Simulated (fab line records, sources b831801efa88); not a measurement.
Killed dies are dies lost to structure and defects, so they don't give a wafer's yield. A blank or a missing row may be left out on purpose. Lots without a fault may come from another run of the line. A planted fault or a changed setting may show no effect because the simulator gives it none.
Chamber matching | flow sfq_line | SFQ_TRILAYER_I7_CMP_CMP_184 on cmp-02: 4 sister chambers
The step polishes SiO2. 18 wafers are shown with their chamber, then 8 later ones without.

WAFERS WITH THEIR CHAMBER
wafer  | chamber | motor_current_A (A) | time_to_endpoint_s (s)
L650.2 | 0       | 9.7                 | 213
L650.1 | 2       | 9.6                 | 216
L650.6 | 0       | 9.5                 | 216
L651.3 | 1       | 9.7                 | 208
L651.2 | 3       | 10.9                | 200
L651.6 | 1       | 9.2                 | 207
L655.1 | 2       | 9.9                 | 227
L655.3 | 3       | 10.9                | 209
L655.6 | 3       | 11.1                | 208
L656.4 | 1       | 9.3                 | 211
L656.1 | 0       | 9.7                 | 207
L656.5 | 2       | 9.1                 | 209
L657.3 | 2       | 9.7                 | 228
L657.5 | 3       | 11.3                | 215
L657.6 | 0       | 10.0                | 221
L658.3 | 1       | 8.9                 | 210
L658.4 | 0       | 9.3                 | 206
L658.2 | 3       | 10.6                | 197

SIGNATURES (means of the wafers above)
reading            | chamber 0 | chamber 1 | chamber 2 | chamber 3 | scatter within a chamber
motor_current_A    | 9.640     | 9.275     | 9.575     | 10.960    | 0.295
time_to_endpoint_s | 212.60    | 209.00    | 220.00    | 205.80    | 6.7
Rule: a wafer's distance from a chamber is the root of the sum, over the readings, of the square of ((its reading less the chamber's mean) divided by the reading's scatter). The wafer belongs to the nearest chamber; if the next one is less than 2 further off, it can't be placed. The scatter: the root of (the sum of the squares of (reading less its chamber's mean) over the shown wafers, divided by (wafers less chambers)).

WAFERS WITHOUT THEIR CHAMBER
wafer  | motor_current_A (A) | time_to_endpoint_s (s)
L659.1 | 9.7                 | 214
L659.2 | 10.3                | 209
L659.6 | 10.8                | 204
L660.3 | 9.2                 | 217
L660.6 | 10.1                | 222
L662.3 | 11.0                | 190
L662.6 | 10.3                | 214
L663.6 | 11.6                | 202

WHICH CHAMBER EACH WENT THROUGH
wafer  | from the rows above               | in truth
L659.1 | can't be placed: 0 or 2 or 1      | 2
L659.2 | can't be placed: 3 or 0 or 2 or 1 | 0
L659.6 | 3                                 | 3
L660.3 | can't be placed: 1 or 2 or 0      | 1
L660.6 | can't be placed: 2 or 0 or 1 or 3 | 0
L662.3 | 3                                 | 3
L662.6 | can't be placed: 0 or 3 or 2 or 1 | 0
L663.6 | 3                                 | 3
Placed correctly: 3 of 8. Can't be placed from these rows: 5 (the true chamber is among the candidates in 5). Placed wrongly: 0.
